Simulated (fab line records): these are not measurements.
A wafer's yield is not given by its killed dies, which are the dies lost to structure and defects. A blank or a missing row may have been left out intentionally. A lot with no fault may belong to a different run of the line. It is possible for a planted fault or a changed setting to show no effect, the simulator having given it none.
Which tool was responsible?	flow gf180mcu	72 wafers sampled from 24 lots at 1 step of a route of 602

## WHAT EACH GAUGE READ, for each wafer
GF_M1_THK_MEAS_06: measures by xrf. Usual: M1_ALCU_THK gives 443 nm (standard deviation 4.7).
lot	measured	on	M1_ALCU_THK (nm)	flag
L074	day 16 14:14	film_metro-04	433 436 436	
L075	day 16 20:24	film_metro-02	451 449 448	
L076	day 17 01:38	film_metro-04	440 443 440	
L077	day 17 21:50	film_metro-04	446 436 436	
L078	day 18 07:39	film_metro-02	441 444 438	
L079	day 18 18:53	film_metro-01	445 441 446	
L080	day 19 03:40	film_metro-01	461 453 451	
L082	day 19 15:56	film_metro-04	444 442 446	
L081	day 19 16:25	film_metro-02	447 446 446	
L083	day 19 22:54	film_metro-04	441 444 442	
L084	day 20 16:26	film_metro-04	440 433 439	
L085	day 20 19:52	film_metro-02	442 443 442	
L086	day 21 05:50	film_metro-04	447 452 445	
L087	day 21 13:26	film_metro-02	444 446 445	
L088	day 21 23:29	film_metro-04	442 440 441	
L089	day 22 05:59	film_metro-01	443 449 449	
L090	day 22 12:01	film_metro-02	443 441 443	
L091	day 22 23:09	film_metro-02	450 443 441	
L092	day 23 07:29	film_metro-01	442 443 442	
L093	day 23 14:38	film_metro-04	452 446 447	
L094	day 23 22:38	film_metro-01	440 441 441	
L095	day 24 05:20	film_metro-04	440 440 440	
L096	day 25 03:40	film_metro-01	446 446 444	
L097	day 25 05:10	film_metro-04	443 441 452	

## WHAT TOOL EACH LOT RAN ON (gives the tool, then ch and the chambers of the sampled wafers, and finally the start)
Record: no process step prior to these readings.

## WHAT THE TOOLS THEMSELVES READ (means of the sampled wafers that have a number; where no wafer has one, the mark that the record gives instead)
The record holds no such reading with a usual standard deviation.

## THE ANSWER, worked out from the rows above alone
Rule: a lot counts as off when the mean over its wafers that have a number is more than 3 standard deviations away from the usual mean. Also off: a lot with no number at a reading for which 4 or more lots have one. All remaining lots with rows at the step are treated as sound. First the gauges in route order, then the tools' own readings, where a lot's mean is used as printed above. At the first step where some lot is off, the reading lying furthest off is the one used; lots without a number count as furthest.
No lot is off on any of the readings shown, so nothing can be concluded from this.

## WHAT THE SIMULATOR HAD PUT IN
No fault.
